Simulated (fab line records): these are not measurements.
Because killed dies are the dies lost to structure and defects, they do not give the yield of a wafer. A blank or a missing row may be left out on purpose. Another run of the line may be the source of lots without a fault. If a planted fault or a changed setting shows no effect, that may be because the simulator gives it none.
Split-lot trial + flow sfq-line + route with 325 steps; 5 lots, 27 wafers read

== THE SPLIT ITSELF ==
At SFQ_TRILAYER_M8_DEP_EVAP_196 (material Au, target thk 180 nm, time 900 s), the setting time-s was moved away from the recipe's 900 s on 12 of the 27 wafers read, by -59.5% to +48.2%. The other wafers ran this setting at the recipe's value.

== BETWEEN THE SPLIT AND THE READING: the file shows 1 step in between ==
- SFQ_M8_RS_MEAS_949: measures by four-point-probe

== THE READING ==
M8_AU_THK, in nm, at SFQ_M8_THK_MEAS_950 (measures by xrf). Typical for fault-free wafers on this fab line: 179.0 nm, with standard deviation 2.6 nm.

| wafer  | tool, chamber at the split | time-s as run, s | against the recipe | M8_AU_THK, nm | against lot-mates on the recipe |
|--------|----------------------------|------------------|--------------------|---------------|---------------------------------|
| L074.1 | pvd-sputter-02, -          | 900              | recipe             | 179.2         | -                               |
| L074.2 | pvd-sputter-02, -          | 449.4            | -50.1%             | 91.6          | -87.9                           |
| L074.3 | pvd-sputter-02, -          | 900              | recipe             | 179.5         | -                               |
| L074.4 | pvd-sputter-02, -          | 449.4            | -50.1%             | 91.2          | -88.3                           |
| L074.5 | pvd-sputter-02, -          | 900              | recipe             | 179.9         | -                               |
| L074.6 | pvd-sputter-02, -          | 449.4            | -50.1%             | 89.8          | -89.7                           |
| L077.1 | pvd-sputter-01, -          | 900              | recipe             | 173.5         | -                               |
| L077.2 | pvd-sputter-01, -          | 364.9            | -59.5%             | 71.3          | -105.2                          |
| L077.3 | pvd-sputter-01, -          | 900              | recipe             | 179.9         | -                               |
| L077.4 | pvd-sputter-01, -          | 364.9            | -59.5%             | 70.7          | -105.8                          |
| L077.5 | pvd-sputter-01, -          | 900              | recipe             | 176.0         | -                               |
| L077.6 | pvd-sputter-01, -          | 364.9            | -59.5%             | 68.2          | -108.3                          |
| L078.1 | pvd-sputter-02, -          | 1113             | +23.7%             | 222.3         | +42.3                           |
| L078.2 | pvd-sputter-02, -          | 1113             | +23.7%             | 222.4         | +42.4                           |
| L078.3 | pvd-sputter-02, -          | 900              | recipe             | 180.4         | -                               |
| L078.4 | pvd-sputter-02, -          | 900              | recipe             | 179.1         | -                               |
| L078.5 | pvd-sputter-02, -          | 1113             | +23.7%             | 221.5         | +41.5                           |
| L078.6 | pvd-sputter-02, -          | 900              | recipe             | 180.4         | -                               |
| L079.1 | pvd-sputter-01, -          | 900              | recipe             | 180.1         | -                               |
| L079.2 | pvd-sputter-01, -          | 1334             | +48.2%             | 261.4         | +81.1                           |
| L079.3 | pvd-sputter-01, -          | 900              | recipe             | 182.8         | -                               |
| L079.4 | pvd-sputter-01, -          | 1334             | +48.2%             | 265.4         | +85.1                           |
| L079.5 | pvd-sputter-01, -          | 1334             | +48.2%             | 265.9         | +85.6                           |
| L079.6 | pvd-sputter-01, -          | 900              | recipe             | 177.9         | -                               |
| L084.2 | pvd-sputter-02, -          | 900              | recipe             | 180.7         | -                               |
| L084.3 | pvd-sputter-02, -          | 900              | recipe             | 178.5         | -                               |
| L084.4 | pvd-sputter-02, -          | 900              | recipe             | 180.7         | -                               |

FIT RESULTS
A straight line over all 27 wafers: M8_AU_THK changes by +1.79 nm for each +1% of time-s; r = +1.00; the points scatter about the line by 2.2 nm.
The same after taking each lot's own level away (the mean of its wafers on the recipe; 27 wafers): +1.77 nm for each +1%; r = +1.00; scatter 1.6 nm.
Per that fit: largest time-s move, reading shift of 1.1e+02 nm.
Across the lots, their own levels run from 176.47 to 180.27 nm, a range of 1.5 times the standard deviation given above.
The two slopes are in agreement: the lot-to-lot level therefore moves the slope only a little.
Check: with one of the wafers moved furthest among these (-59.5%) left out of the fit, the line predicts -106 nm for it against its lot-mates. It came out at -105 nm against them.

== FURTHER SPLITS ON THESE WAFERS ==
Other splits were also applied to these wafers ahead of the reading. Each is held against what the fit with the lots' levels taken away leaves over:
| other split on the same wafers                    | wafers away from the commonest value | r with M8_AU_THK (lot level and that fit taken away) |
|---------------------------------------------------|--------------------------------------|------------------------------------------------------|
| SFQ_TRILAYER_M5_BARC_OPEN_METAL_ETCH_161 time-s   | 9                                    | -0.17                                                |
| SFQ_TRILAYER_R5_ETCH_METAL_ETCH_139 time-s        | 9                                    | -0.10                                                |
| SFQ_TRILAYER_M6_ETCH_METAL_ETCH_162 time-s        | 9                                    | -0.07                                                |
| SFQ_TRILAYER_I6_VIA_BARC_OPEN_VIA_ETCH_235 time-s | 12                                   | +0.16                                                |
| SFQ_TRILAYER_M7_ETCH_METAL_ETCH_180 time-s        | 9                                    | -0.17                                                |

== THE WHOLE CHAIN: every reading that the file lists as answering this split, in the file's order ==
| step                         | what it does                               | reading                                                                                | change (the file's fit)              | r (the file's) |
|------------------------------|--------------------------------------------|----------------------------------------------------------------------------------------|--------------------------------------|----------------|
| SFQ_TRILAYER_M8_DEP_EVAP_196 | material Au, target thk 180 nm, time 900 s | Au_of_TRILAYER_M8_DEP_EVAP_196.thk-nm (the simulator's own value, which no gauge read) | +1.81 nm for each +1% of the setting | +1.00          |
| SFQ_M8_RS_MEAS_949           | measures by four-point-probe               | M8_AU_RS                                                                               | -0.00297 for each +1% of the setting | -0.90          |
| SFQ_M8_THK_MEAS_950          | measures by xrf                            | M8_AU_THK                                                                              | +1.77 for each +1% of the setting    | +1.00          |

== FILE'S OWN FIT ==
M8_AU_THK changes by +1.77 nm for each +1% of time-s, r = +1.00.
